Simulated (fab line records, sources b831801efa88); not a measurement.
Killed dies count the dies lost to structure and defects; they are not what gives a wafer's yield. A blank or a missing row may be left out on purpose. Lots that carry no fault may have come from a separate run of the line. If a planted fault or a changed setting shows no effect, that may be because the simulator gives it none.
Chamber matching | flow sky130 | SKY_VIA1_ETCH_15 on rie-diel-03 has 4 sister chambers
The step etches SiO2 in C4F8/O2/Ar, stops on TiN, target depth 351 nm, time 52.16 s. 16 wafers are shown with their chamber, then 8 later ones without.

== WAFERS, EACH WITH ITS CHAMBER ==
wafer  | chamber | oes-product-au (a.u.)
L084.1 | 2       | 0.989
L084.2 | 1       | 0.995
L084.3 | 3       | 1.006
L084.4 | 1       | 1.003
L084.5 | 3       | 1.007
L084.6 | 2       | 0.997
L086.1 | 0       | 0.979
L086.2 | 2       | 0.989
L086.3 | 1       | 0.989
L086.4 | 2       | 0.988
L086.5 | 1       | 0.991
L086.6 | 0       | 0.971
L087.1 | 0       | 0.982
L087.2 | 2       | 0.991
L087.3 | 1       | 0.986
L087.4 | 0       | 0.984

SIGNATURES (averages over the wafers above)
reading        | chamber 0 | chamber 1 | chamber 2 | chamber 3 | scatter within a chamber
oes-product-au | 0.97900   | 0.99280   | 0.99080   | 1.00650   | 0.0052
Rule: a wafer lies at a distance from a chamber equal to the root of the sum of squares, over the readings, of (its reading less the chamber's mean, divided by the reading's scatter). The wafer belongs to the nearest chamber; if the next one is less than 2 further off, it can't be placed. The scatter: take each reading less its chamber's mean, square it, sum over the shown wafers, divide by the number of wafers less the number of chambers, and take the root.

== WAFERS WITHOUT THEIR CHAMBER ==
wafer  | oes-product-au (a.u.)
L087.5 | 0.980
L087.6 | 1.000
L088.1 | 0.998
L088.2 | 0.986
L088.3 | 0.988
L088.4 | 0.986
L088.5 | 0.991
L088.6 | 0.988

== THE CHAMBER EACH PASSED THROUGH ==
wafer  | from the rows above          | in truth
L087.5 | can't be placed: 0 or 2      | 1
L087.6 | can't be placed: 3 or 1 or 2 | 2
L088.1 | can't be placed: 1 or 2 or 3 | 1
L088.2 | can't be placed: 2 or 1 or 0 | 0
L088.3 | can't be placed: 2 or 1 or 0 | 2
L088.4 | can't be placed: 2 or 1 or 0 | 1
L088.5 | can't be placed: 2 or 1      | 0
L088.6 | can't be placed: 2 or 1 or 0 | 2
Placed correctly: 0 of 8. From these rows, 8 cannot be placed; in 6 the true chamber is one of the candidates. Placed wrongly: 0.
